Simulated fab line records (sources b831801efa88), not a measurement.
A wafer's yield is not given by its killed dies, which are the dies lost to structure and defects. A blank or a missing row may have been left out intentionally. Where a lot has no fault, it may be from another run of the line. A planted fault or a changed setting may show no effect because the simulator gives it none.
fab line records + flow sfq-line
record:
- lots: 14
- wafers: 42
- last-day: 80
route steps=325 shown L0V@24 M0@39 I0@44
lots with no fault: from the same line, run without faults
start-h: start of the lot's first displayed wafer, in hours after the record's first day + wait-h: time in hours since the lot's previous step + " same as the row above + L1.1+2: a row that stands for several wafers + - either no value or no given start + * or withheld: withheld + < > ~ a bound
route shown NAME@n: a module of which the file shows steps, and the number in the route of the first + usual: average and standard deviation across the fault-free wafers + same: alike in all rows + chamber/n: place in a boat + sites: per-site readings + _std_site: standard deviation of those values + _edge_site: outer sites' mean less inner sites' + radius-mm: for every site, how far away it sits from the centre of the wafer + mask NAME#n: copy n + behind: the last tool/chamber to shape the wafer + hold: what put the lot on hold/how long, in hours/how the hold closed + device: whichever transistor did not switch (one of n, p or np) + end of line: tests of these same wafers at the route's end + a step given without rows: its recipe and nothing more + killed: dies lost to structure and defects at the first sort, not the wafer's yield + map: shows each die of a wafer: x if killed, . if not, _ if none is there
set.NAME: the setting as run; set.NAME@STEP: as run at that earlier step + model.NAME: the simulator's own value behind a step, which no gauge read
the route's steps for a sample of lots (tables are steps, rows are wafers)
services: when a tool's chamber went out of use (start-h, in hours from the record's first day, below 0 if earlier), for how many hours, and the reason
== steps ==
step: SFQ_TRILAYER_L0_VIA_BARC_OPEN_VIA_ETCH_021
recipe:
- mask-material: PR
- chemistry: O2
- target-depth-nm: 125
- target: BARC
- source-w: 500
- bias-w: 80
- pressure-mtorr: 30
- time-s: 41.7
usual:
- drypump-motor-current-A: 5.7/0.45
- oes-product-au: 0.685/0.0049
| lot.wafer | tool        | chamber | start-h | wait-h | drypump-motor-current-A | oes-product-au | rf-hours-counter-h |
|-----------|-------------|---------|---------|--------|-------------------------|----------------|--------------------|
| L766.1    | rie-diel-01 | 3       | 100.66  | 0.0    | 6.2                     | 0.682          | 4                  |
| L766.3    | "           | 2       | "       | "      | 5.8                     | 0.680          | 6                  |
| L766.4    | "           | 1       | "       | "      | 5.8                     | 0.683          | 31                 |
| L767.1    | rie-diel-03 | 0       | 105.46  | 0.0    | 4.7                     | 0.687          | 128                |
| L767.5    | "           | 0       | "       | "      | 4.8                     | 0.671          | -                  |
| L767.6    | "           | 3       | "       | "      | 5.8                     | 0.684          | -                  |
| L769.1    | rie-diel-01 | 0       | 115.13  | 0.0    | 5.6                     | 0.689          | 5                  |
| L769.2    | "           | 2       | "       | "      | 5.8                     | 0.675          | 6                  |
| L769.5    | "           | 3       | "       | "      | 6.2                     | 0.691          | -                  |
| L771.3    | rie-diel-01 | 0       | 133.81  | 0.0    | 5.6                     | 0.687          | 5                  |
| L771.4    | "           | 1       | "       | "      | 5.8                     | 0.696          | 31                 |
| L771.6    | "           | 0       | "       | "      | 5.6                     | 0.682          | -                  |
| L773.1    | rie-diel-01 | 3       | 144.61  | 0.0    | 6.2                     | 0.682          | 5                  |
| L773.3    | "           | 2       | "       | "      | 5.8                     | 0.685          | 6                  |
| L773.5    | "           | 3       | "       | "      | 6.2                     | 0.691          | -                  |
| L774.3    | rie-diel-03 | 1       | 148.21  | 0.0    | 5.4                     | 0.689          | 135                |
| L774.4    | "           | 0       | "       | "      | 4.8                     | 0.696          | 129                |
| L774.5    | "           | 3       | "       | "      | 5.9                     | 0.682          | -                  |
| L775.4    | rie-diel-03 | 2       | 155.41  | 0.0    | 5.7                     | 0.687          | 6                  |
| L775.5    | "           | 3       | "       | "      | 5.9                     | 0.692          | -                  |
| L775.6    | "           | 0       | "       | "      | 4.8                     | 0.685          | -                  |
| L776.1    | rie-diel-04 | 3       | 157.81  | 0.0    | 5.3                     | 0.681          | 26                 |
| L776.2    | "           | 0       | "       | "      | 5.7                     | 0.684          | 75                 |
| L776.4    | "           | 2       | "       | "      | 6.0                     | 0.689          | 5                  |
| L784.1    | rie-diel-03 | 1       | 211.44  | 0.0    | 5.4                     | 0.687          | 137                |
| L784.4    | "           | 3       | "       | "      | 5.9                     | 0.684          | 3                  |
| L784.6    | "           | 1       | "       | "      | 5.4                     | 0.686          | -                  |
| L785.2    | rie-diel-03 | 1       | 215.04  | 0.0    | 5.4                     | 0.687          | 137                |
| L785.3    | "           | 2       | "       | "      | 5.7                     | 0.686          | 8                  |
| L785.5    | "           | 3       | "       | "      | 5.9                     | 0.692          | -                  |
| L786.2    | rie-diel-01 | 0       | 222.24  | 0.0    | 5.6                     | 0.689          | 6                  |
| L786.4    | "           | 1       | "       | "      | 5.8                     | 0.677          | -                  |
| L786.5    | "           | 0       | "       | "      | 5.6                     | 0.680          | -                  |
| L787.1    | rie-diel-03 | 1       | 229.44  | 0.0    | 5.4                     | 0.687          | 137                |
| L787.2    | "           | 3       | "       | "      | 5.9                     | 0.678          | 4                  |
| L787.6    | "           | 1       | "       | "      | 5.4                     | 0.681          | -                  |
| L788.2    | rie-diel-04 | 0       | 231.84  | 0.0    | 5.7                     | 0.686          | 76                 |
| L788.4    | "           | 3       | "       | "      | 5.3                     | 0.685          | 28                 |
| L788.6    | "           | 3       | "       | "      | 5.3                     | 0.682          | -                  |
| L789.1    | rie-diel-03 | 1       | 240.34  | 0.0    | 5.4                     | 0.679          | 137                |
| L789.3    | "           | 2       | "       | "      | 5.7                     | 0.687          | 8                  |
| L789.5    | "           | 3       | "       | "      | 5.9                     | 0.680          | -                  |
step: SFQ_TRILAYER_M0_BARC_OPEN_METAL_ETCH_031
recipe:
- mask-material: PR
- chemistry: O2
- target-depth-nm: 125
- target: BARC
- icp-w: 600
- bias-w: 80
- pressure-mtorr: 10
- time-s: 41.7
usual:
- drypump-motor-current-A: 5.4/0.39
- oes-product-au: 0.684/0.0049
| lot.wafer | tool         | chamber | start-h | wait-h | drypump-motor-current-A | oes-product-au | rf-hours-counter-h |
|-----------|--------------|---------|---------|--------|-------------------------|----------------|--------------------|
| L766.1    | rie-metal-04 | 1       | 164.78  | 0.0    | 4.8                     | 0.684          | 165                |
| L766.3    | "            | 0       | "       | "      | 5.1                     | 0.685          | -                  |
| L766.4    | "            | 1       | "       | "      | 4.9                     | 0.684          | -                  |
| L767.1    | rie-metal-04 | 0       | 169.58  | 0.0    | 5.0                     | 0.690          | 129                |
| L767.5    | "            | 0       | "       | "      | 5.1                     | 0.684          | -                  |
| L767.6    | "            | 1       | "       | "      | 4.8                     | 0.692          | -                  |
| L769.1    | rie-metal-02 | 0       | 179.18  | 0.0    | 5.8                     | 0.691          | 42                 |
| L769.2    | "            | 1       | "       | "      | 5.9                     | 0.685          | 4                  |
| L769.5    | "            | 1       | "       | "      | 5.9                     | 0.689          | -                  |
| L771.3    | rie-metal-04 | 1       | 196.00  | 0.0    | 4.8                     | 0.682          | -                  |
| L771.4    | "            | 0       | "       | "      | 5.1                     | 0.679          | -                  |
| L771.6    | "            | 1       | "       | "      | 4.8                     | 0.678          | -                  |
| L773.1    | rie-metal-04 | 1       | 210.38  | 0.0    | 4.9                     | 0.687          | 174                |
| L773.3    | "            | 0       | "       | "      | 5.1                     | 0.685          | -                  |
| L773.5    | "            | 0       | "       | "      | 5.1                     | 0.683          | -                  |
| L774.3    | rie-metal-02 | 1       | 212.80  | 0.0    | 5.9                     | 0.677          | -                  |
| L774.4    | "            | 0       | "       | "      | 5.7                     | 0.687          | -                  |
| L774.5    | "            | 0       | "       | "      | 5.7                     | 0.693          | -                  |
| L775.4    | rie-metal-03 | 0       | 221.20  | 0.0    | 5.3                     | 0.689          | -                  |
| L775.5    | "            | 0       | "       | "      | 5.3                     | 0.681          | -                  |
| L775.6    | "            | 1       | "       | "      | 5.4                     | 0.687          | -                  |
| L776.1    | rie-metal-03 | 0       | 224.78  | 0.0    | 5.3                     | 0.686          | 118                |
| L776.2    | "            | 1       | "       | "      | 5.4                     | 0.695          | 117                |
| L776.4    | "            | 1       | "       | "      | 5.4                     | 0.683          | -                  |
| L784.1    | rie-metal-02 | 1       | 283.48  | 0.0    | 5.9                     | 0.689          | 23                 |
| L784.4    | "            | 1       | "       | "      | 5.9                     | 0.682          | -                  |
| L784.6    | "            | 1       | "       | "      | 5.9                     | 0.683          | -                  |
| L785.2    | rie-metal-02 | 0       | 288.28  | 0.0    | 5.8                     | 0.684          | 61                 |
| L785.3    | "            | 0       | "       | "      | 5.7                     | 0.678          | -                  |
| L785.5    | "            | 0       | "       | "      | 5.7                     | 0.686          | -                  |
| L786.2    | rie-metal-03 | 0       | 299.08  | 0.0    | 5.3                     | 0.675          | 134                |
| L786.4    | "            | 0       | "       | "      | 5.3                     | 0.683          | -                  |
| L786.5    | "            | 1       | "       | "      | 5.4                     | 0.683          | -                  |
| L787.1    | rie-metal-02 | 0       | 308.68  | 0.0    | 5.7                     | 0.688          | 65                 |
| L787.2    | "            | 1       | "       | "      | 5.9                     | 0.673          | 27                 |
| L787.6    | "            | 0       | "       | "      | 5.7                     | 0.689          | -                  |
| L788.2    | rie-metal-04 | 0       | 312.28  | 0.0    | 5.1                     | 0.685          | 160                |
| L788.4    | "            | 1       | "       | "      | 4.9                     | 0.681          | -                  |
| L788.6    | "            | 1       | "       | "      | 4.9                     | 0.685          | -                  |
| L789.1    | rie-metal-04 | 1       | 317.08  | 0.0    | 4.8                     | 0.679          | 3                  |
| L789.3    | "            | 1       | "       | "      | 4.9                     | 0.679          | -                  |
| L789.5    | "            | 0       | "       | "      | 5.1                     | 0.680          | -                  |
step: SFQ_TRILAYER_I0_CMP_CMP_028
recipe:
- material: SiO2
- down-force-psi: 3
- platen-rpm: 60
- pad-velocity-m-s: 0.94248
usual:
- edge-zone-pressure-frac: 1.000/0.0046
- motor-current-A: 10.2/0.59
- retaining-ring-pressure-frac: 1.000/0.0051
- time-to-endpoint-s: 215/9
| lot.wafer | tool   | chamber | start-h | wait-h | edge-zone-pressure-frac | motor-current-A | retaining-ring-pressure-frac | time-to-endpoint-s |
|-----------|--------|---------|---------|--------|-------------------------|-----------------|------------------------------|--------------------|
| L766.4    | cmp-01 | 2       | 174.71  | 8.9    | 0.997                   | 10.7            | 1.001                        | 208                |
| L766.3    | "      | 0       | 175.71  | 9.9    | 1.003                   | 9.5             | 0.996                        | 215                |
| L766.1    | "      | 1       | "       | "      | 0.998                   | 10.4            | 1.006                        | 200                |
| L767.1    | cmp-01 | 1       | 178.71  | 8.1    | 1.006                   | 10.4            | 1.002                        | 205                |
| L767.5    | "      | 3       | 179.71  | 9.1    | 1.005                   | 10.5            | 1.008                        | 206                |
| L767.6    | "      | 0       | "       | "      | 0.994                   | 9.7             | 1.008                        | 227                |
| L769.2    | cmp-02 | 1       | 184.11  | 3.9    | 0.994                   | 10.0            | 1.000                        | 218                |
| L769.1    | "      | 2       | "       | "      | 1.000                   | 9.0             | 0.995                        | 209                |
| L769.5    | "      | 2       | 186.61  | 6.4    | 1.004                   | 9.5             | 1.004                        | 214                |
| L771.4    | cmp-01 | 0       | 201.08  | 4.1    | 1.003                   | 9.8             | 1.001                        | 231                |
| L771.3    | "      | 2       | 202.08  | 5.1    | 0.997                   | 9.9             | 0.998                        | 219                |
| L771.6    | "      | 1       | 203.58  | 6.6    | 0.999                   | 10.7            | 1.005                        | 202                |
| L773.3    | cmp-01 | 0       | 216.08  | 4.7    | 1.000                   | 10.4            | 0.999                        | 181                |
| L773.1    | "      | 1       | "       | "      | 1.008                   | 10.5            | 1.006                        | 160                |
| L773.5    | "      | 1       | 218.58  | 7.2    | 0.999                   | 10.7            | 1.001                        | 168                |
| L774.3    | cmp-02 | 2       | 220.78  | 6.8    | 1.004                   | 9.7             | 0.997                        | 212                |
| L774.4    | "      | 3       | "       | "      | 0.998                   | 10.0            | 0.998                        | 213                |
| L774.5    | "      | 1       | 222.28  | 8.3    | 0.998                   | 10.0            | 0.999                        | 232                |
| L775.4    | cmp-01 | 2       | 231.08  | 8.9    | 1.000                   | 10.8            | 1.005                        | 195                |
| L775.6    | "      | 2       | 233.08  | 10.9   | 0.993                   | 10.7            | 1.005                        | 194                |
| L775.5    | "      | 3       | "       | "      | 1.000                   | 11.1            | 0.995                        | 188                |
| L776.4    | cmp-02 | 0       | 235.41  | 9.6    | 1.004                   | 9.1             | 1.000                        | 218                |
| L776.1    | "      | 1       | "       | "      | 1.006                   | 9.4             | 1.002                        | 219                |
| L776.2    | "      | 2       | "       | "      | 1.002                   | 9.6             | 1.004                        | 201                |
| L784.4    | cmp-01 | 3       | 286.92  | 2.4    | 1.001                   | 10.9            | 1.004                        | 227                |
| L784.1    | "      | 2       | 288.42  | 3.9    | 1.001                   | 10.2            | 1.004                        | 216                |
| L784.6    | "      | 3       | "       | "      | 1.001                   | 11.7            | 1.004                        | 218                |
| L785.3    | cmp-02 | 1       | 293.98  | 4.7    | 0.997                   | 10.1            | 1.004                        | 225                |
| L785.2    | "      | 3       | 294.98  | 5.7    | 1.001                   | 10.3            | 1.000                        | 204                |
| L785.5    | "      | 1       | 295.98  | 6.7    | 0.996                   | 10.2            | 0.999                        | 232                |
| L786.4    | cmp-02 | 1       | 306.48  | 6.4    | 1.001                   | 10.5            | 0.992                        | 215                |
| L786.2    | "      | 3       | 307.48  | 7.4    | 1.005                   | 10.2            | 1.005                        | 201                |
| L786.5    | "      | 0       | "       | "      | 0.992                   | 10.0            | 0.996                        | 217                |
| L787.1    | cmp-02 | 1       | 312.48  | 2.8    | 1.009                   | 9.7             | 1.001                        | 225                |
| L787.2    | "      | 3       | 313.48  | 3.8    | 0.996                   | 9.9             | 0.990                        | 209                |
| L787.6    | "      | 0       | "       | "      | 1.002                   | 8.5             | 0.996                        | 227                |
| L788.2    | cmp-01 | 1       | 317.46  | 4.2    | 0.995                   | 10.4            | 0.993                        | 211                |
| L788.4    | "      | 2       | "       | "      | 1.002                   | 11.1            | 1.005                        | 216                |
| L788.6    | "      | 0       | 318.96  | 5.6    | 1.003                   | 9.9             | 1.002                        | 223                |
| L789.3    | cmp-02 | 2       | 321.98  | 3.9    | 1.001                   | 9.0             | 0.998                        | 209                |
| L789.1    | "      | 3       | "       | "      | 1.003                   | 10.1            | 1.000                        | 205                |
| L789.5    | "      | 0       | "       | "      | 0.999                   | 9.2             | 0.999                        | 226                |
step: SFQ_TRILAYER_I0_METRO_MEASURE_029
usual:
- thk-nm: 200.4/1.3
| lot.wafer | tool          | chamber | start-h | wait-h | thk-nm |
|-----------|---------------|---------|---------|--------|--------|
| L766.1    | film-metro-01 | -       | 177.83  | 0.1    | 196.8  |
| L766.3    | "             | -       | "       | "      | 200.7  |
| L766.4    | "             | -       | "       | "      | 199.9  |
| L767.1    | film-metro-01 | -       | 180.83  | 0.1    | 197.5  |
| L767.5    | "             | -       | "       | "      | 201.4  |
| L767.6    | "             | -       | "       | "      | 202.1  |
| L769.1    | film-metro-01 | -       | 187.23  | 0.1    | 200.5  |
| L769.2    | "             | -       | "       | "      | 202.3  |
| L769.5    | "             | -       | "       | "      | 199.6  |
| L771.3    | film-metro-02 | -       | 204.60  | 0.5    | 200.8  |
| L771.4    | "             | -       | "       | "      | 201.5  |
| L771.6    | "             | -       | "       | "      | 198.6  |
| L773.1    | film-metro-03 | -       | 219.20  | 0.1    | 248.2  |
| L773.3    | "             | -       | "       | "      | 251.0  |
| L773.5    | "             | -       | "       | "      | 247.9  |
| L774.3    | film-metro-03 | -       | 223.80  | 0.5    | 198.5  |
| L774.4    | "             | -       | "       | "      | 199.7  |
| L774.5    | "             | -       | "       | "      | 202.1  |
| L775.4    | film-metro-03 | -       | 234.80  | 0.6    | 249.1  |
| L775.5    | "             | -       | "       | "      | 251.1  |
| L775.6    | "             | -       | "       | "      | 250.6  |
| L776.1    | film-metro-03 | -       | 238.03  | 0.1    | 201.4  |
| L776.2    | "             | -       | "       | "      | 199.5  |
| L776.4    | "             | -       | "       | "      | 200.1  |
| L784.1    | film-metro-01 | -       | 290.04  | 0.1    | 199.9  |
| L784.4    | "             | -       | "       | "      | 201.4  |
| L784.6    | "             | -       | "       | "      | 200.5  |
| L785.2    | film-metro-01 | -       | 297.30  | 0.3    | 200.1  |
| L785.3    | "             | -       | "       | "      | 202.9  |
| L785.5    | "             | -       | "       | "      | 202.8  |
| L786.2    | film-metro-03 | -       | 309.30  | 0.3    | 199.0  |
| L786.4    | "             | -       | "       | "      | 201.5  |
| L786.5    | "             | -       | "       | "      | 200.9  |
| L787.1    | film-metro-02 | -       | 315.10  | 0.1    | 201.0  |
| L787.2    | "             | -       | "       | "      | 198.2  |
| L787.6    | "             | -       | "       | "      | 200.4  |
| L788.2    | film-metro-01 | -       | 319.78  | 0.3    | 198.8  |
| L788.4    | "             | -       | "       | "      | 201.3  |
| L788.6    | "             | -       | "       | "      | 201.1  |
| L789.1    | film-metro-01 | -       | 324.10  | 0.1    | 198.2  |
| L789.3    | "             | -       | "       | "      | 199.9  |
| L789.5    | "             | -       | "       | "      | 199.8  |
step: SFQ_I0_OVL_MEAS_908
usual:
- I0_OVL: 0/6.7
| lot.wafer | tool       | chamber | start-h | wait-h | I0_OVL[nm] |
|-----------|------------|---------|---------|--------|------------|
| L766.1    | overlay-02 | -       | 223.41  | 0.1    | -1         |
| L766.3    | "          | -       | "       | "      | 2          |
| L766.4    | "          | -       | "       | "      | 0          |
| L767.1    | overlay-01 | -       | 227.01  | 0.1    | -2         |
| L767.5    | "          | -       | "       | "      | -2         |
| L767.6    | "          | -       | "       | "      | -1         |
| L769.1    | overlay-02 | -       | 235.41  | 0.1    | 0          |
| L769.2    | "          | -       | "       | "      | 2          |
| L769.5    | "          | -       | "       | "      | 0          |
| L771.3    | overlay-01 | -       | 256.92  | 0.1    | -10        |
| L771.4    | "          | -       | "       | "      | 6          |
| L771.6    | "          | -       | "       | "      | 0          |
| L773.1    | overlay-02 | -       | 274.86  | 0.1    | 9          |
| L773.3    | "          | -       | "       | "      | 9          |
| L773.5    | "          | -       | "       | "      | 11         |
| L774.3    | overlay-02 | -       | 279.68  | 0.1    | 7          |
| L774.4    | "          | -       | "       | "      | 4          |
| L774.5    | "          | -       | "       | "      | 1          |
| L775.4    | overlay-02 | -       | 291.23  | 0.1    | -5         |
| L775.5    | "          | -       | "       | "      | -5         |
| L775.6    | "          | -       | "       | "      | -4         |
| L776.1    | overlay-01 | -       | 296.01  | 0.1    | -4         |
| L776.2    | "          | -       | "       | "      | -6         |
| L776.4    | "          | -       | "       | "      | -10        |
| L784.1    | overlay-01 | -       | 351.21  | 0.1    | 1          |
| L784.4    | "          | -       | "       | "      | -6         |
| L784.6    | "          | -       | "       | "      | 1          |
| L785.2    | overlay-01 | -       | 358.42  | 0.1    | 5          |
| L785.3    | "          | -       | "       | "      | 1          |
| L785.5    | "          | -       | "       | "      | 2          |
| L786.2    | overlay-02 | -       | 369.22  | 0.1    | 3          |
| L786.4    | "          | -       | "       | "      | 2          |
| L786.5    | "          | -       | "       | "      | 0          |
| L787.1    | overlay-02 | -       | 382.85  | 0.1    | -1         |
| L787.2    | "          | -       | "       | "      | -7         |
| L787.6    | "          | -       | "       | "      | -8         |
| L788.2    | overlay-02 | -       | 384.04  | 0.1    | 8          |
| L788.4    | "          | -       | "       | "      | 6          |
| L788.6    | "          | -       | "       | "      | 9          |
| L789.1    | overlay-01 | -       | 388.84  | 0.1    | -12        |
| L789.3    | "          | -       | "       | "      | -9         |
| L789.5    | "          | -       | "       | "      | -13        |
step: SFQ_TRILAYER_I0_VIA_ETCH_VIA_ETCH_034
recipe:
- target: SiO2
- stop-on: Nb
- mask-material: PR
- taper-deg: 20
- chemistry: CHF3
- target-depth-nm: 260
- source-w: 500
- bias-w: 80
- pressure-mtorr: 30
- time-s: withheld
usual:
- drypump-motor-current-A: 5.7/0.32
- oes-product-au: 0.856/0.0049
| lot.wafer | tool        | chamber | start-h | wait-h | drypump-motor-current-A | oes-product-au |
|-----------|-------------|---------|---------|--------|-------------------------|----------------|
| L766.1    | rie-diel-02 | 1       | 223.48  | 0.0    | 5.4                     | 0.852          |
| L766.3    | "           | 0       | "       | "      | 6.1                     | 0.865          |
| L766.4    | "           | 2       | "       | "      | 5.8                     | 0.854          |
| L767.1    | rie-diel-03 | 2       | 227.08  | 0.0    | 5.8                     | 0.853          |
| L767.5    | "           | 2       | "       | "      | 5.8                     | 0.856          |
| L767.6    | "           | 1       | "       | "      | 5.4                     | 0.862          |
| L769.1    | rie-diel-02 | 3       | 235.48  | 0.0    | 5.8                     | 0.856          |
| L769.2    | "           | 2       | "       | "      | 5.9                     | 0.862          |
| L769.5    | "           | 2       | "       | "      | 5.8                     | 0.852          |
| L771.3    | rie-diel-01 | 0       | 256.98  | 0.0    | 5.6                     | 0.855          |
| L771.4    | "           | 1       | "       | "      | 5.8                     | 0.859          |
| L771.6    | "           | 1       | "       | "      | 5.8                     | 0.857          |
| L773.1    | rie-diel-01 | 1       | 274.94  | 0.0    | 5.8                     | 0.973          |
| L773.3    | "           | 2       | "       | "      | 5.8                     | 0.983          |
| L773.5    | "           | 1       | "       | "      | 5.8                     | 0.963          |
| L774.3    | rie-diel-02 | 0       | 279.74  | 0.0    | 6.1                     | 0.859          |
| L774.4    | "           | 1       | "       | "      | 5.4                     | 0.847          |
| L774.5    | "           | 1       | "       | "      | 5.4                     | 0.860          |
| L775.4    | rie-diel-02 | 2       | 291.29  | 0.0    | 5.8                     | 0.967          |
| L775.5    | "           | 3       | "       | "      | 5.8                     | 0.979          |
| L775.6    | "           | 2       | "       | "      | 5.8                     | 0.971          |
| L776.1    | rie-diel-03 | 3       | 296.09  | 0.0    | 5.9                     | 0.852          |
| L776.2    | "           | 2       | "       | "      | 5.8                     | 0.852          |
| L776.4    | "           | 1       | "       | "      | 5.4                     | 0.851          |
| L784.1    | rie-diel-01 | 3       | 351.29  | 0.0    | 6.2                     | 0.857          |
| L784.4    | "           | 1       | "       | "      | 5.8                     | 0.860          |
| L784.6    | "           | 1       | "       | "      | 5.8                     | 0.862          |
| L785.2    | rie-diel-02 | 1       | 358.49  | 0.0    | 5.4                     | 0.856          |
| L785.3    | "           | 2       | "       | "      | 5.8                     | 0.871          |
| L785.5    | "           | 2       | "       | "      | 5.8                     | 0.856          |
| L786.2    | rie-diel-03 | 0       | 369.29  | 0.0    | 4.8                     | 0.848          |
| L786.4    | "           | 3       | "       | "      | 5.8                     | 0.857          |
| L786.5    | "           | 3       | "       | "      | 5.9                     | 0.858          |
| L787.1    | rie-diel-03 | 1       | 382.93  | 0.0    | 5.4                     | 0.850          |
| L787.2    | "           | 3       | "       | "      | 5.8                     | 0.848          |
| L787.6    | "           | 3       | "       | "      | 5.9                     | 0.858          |
| L788.2    | rie-diel-02 | 3       | 384.11  | 0.0    | 5.8                     | 0.855          |
| L788.4    | "           | 0       | "       | "      | 6.1                     | 0.868          |
| L788.6    | "           | 1       | "       | "      | 5.4                     | 0.862          |
| L789.1    | rie-diel-02 | 1       | 388.91  | 0.0    | 5.4                     | 0.852          |
| L789.3    | "           | 3       | "       | "      | 5.8                     | 0.855          |
| L789.5    | "           | 2       | "       | "      | 5.8                     | 0.850          |
== services ==
| tool          | chamber | start-h | hours | kind   |
|---------------|---------|---------|-------|--------|
| rie-diel-02   | -       | 79.90   | 2.1   | repair |
| cmp-01        | -       | 84.58   | 1.3   | repair |
| rie-diel-02   | -       | 85.62   | 0.8   | repair |
| cmp-02        | -       | 89.39   | 0.9   | repair |
| cmp-01        | -       | 97.55   | 0.5   | repair |
| rie-diel-02   | -       | 105.37  | 1.2   | repair |
| cmp-01        | -       | 105.95  | 0.5   | repair |
| cmp-01        | -       | 115.84  | 6.1   | repair |
| cmp-01        | -       | 118.10  | 0.8   | repair |
| rie-diel-01   | 0       | 120.74  | 9.9   | repair |
| cmp-01        | -       | 124.46  | 0.8   | repair |
| rie-diel-01   | 2       | 126.44  | 3.2   | repair |
| cmp-01        | -       | 142.23  | 2.5   | repair |
| cmp-02        | -       | 143.76  | 0.8   | repair |
| rie-diel-01   | -       | 144.70  | 14.6  | pm     |
| film-metro-01 | -       | 148.31  | 0.8   | pm     |
| rie-diel-01   | -       | 159.30  | 28.1  | pm     |
| cmp-02        | -       | 169.59  | 2.5   | repair |
| rie-diel-03   | 3       | 197.38  | 3.5   | repair |
| rie-diel-01   | 2       | 197.68  | 5.5   | repair |
| rie-diel-01   | 2       | 221.56  | 17.7  | repair |
| rie-diel-03   | -       | 277.26  | 2.8   | pm     |
| rie-diel-01   | -       | 329.13  | 1.2   | repair |
| rie-diel-03   | 3       | 356.66  | 2.7   | repair |
== key ==
first-sign:
- step: SFQ_TRILAYER_I0_CMP_CMP_028
- reading: time-to-endpoint-s
- direction: down
- sigmas: 3.8
- usual: *
- struck: *
effect:
- step: SFQ_TRILAYER_I0_METRO_MEASURE_029
- reading: thk-nm
- direction: up
- sigmas: 39
- usual: 200.4
- struck: 249.7
effect:
- step: SFQ_TRILAYER_I0_VIA_ETCH_VIA_ETCH_034
- reading: oes-product-au
- direction: up
- sigmas: 24
- usual: 0.856
- struck: 0.973
met-at SFQ_TRILAYER_I0_CMP_CMP_028
struck-lots L773,L775
not-acting-at SFQ_TRILAYER_L0_VIA_BARC_OPEN_VIA_ETCH_021,SFQ_TRILAYER_M0_BARC_OPEN_METAL_ETCH_031,SFQ_I0_OVL_MEAS_908
onset-between 201.08 216.08
fault:
- kind: process-parameter-drift
- tool: cmp-01
- chamber: -
- onset-h: 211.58
- steps: SFQ_TRILAYER_I0_CMP_CMP_028
- channel: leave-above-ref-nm
- offset: 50
- shape: step
- end-h: 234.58
- acts-in: these-recipes-only
- stated: 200
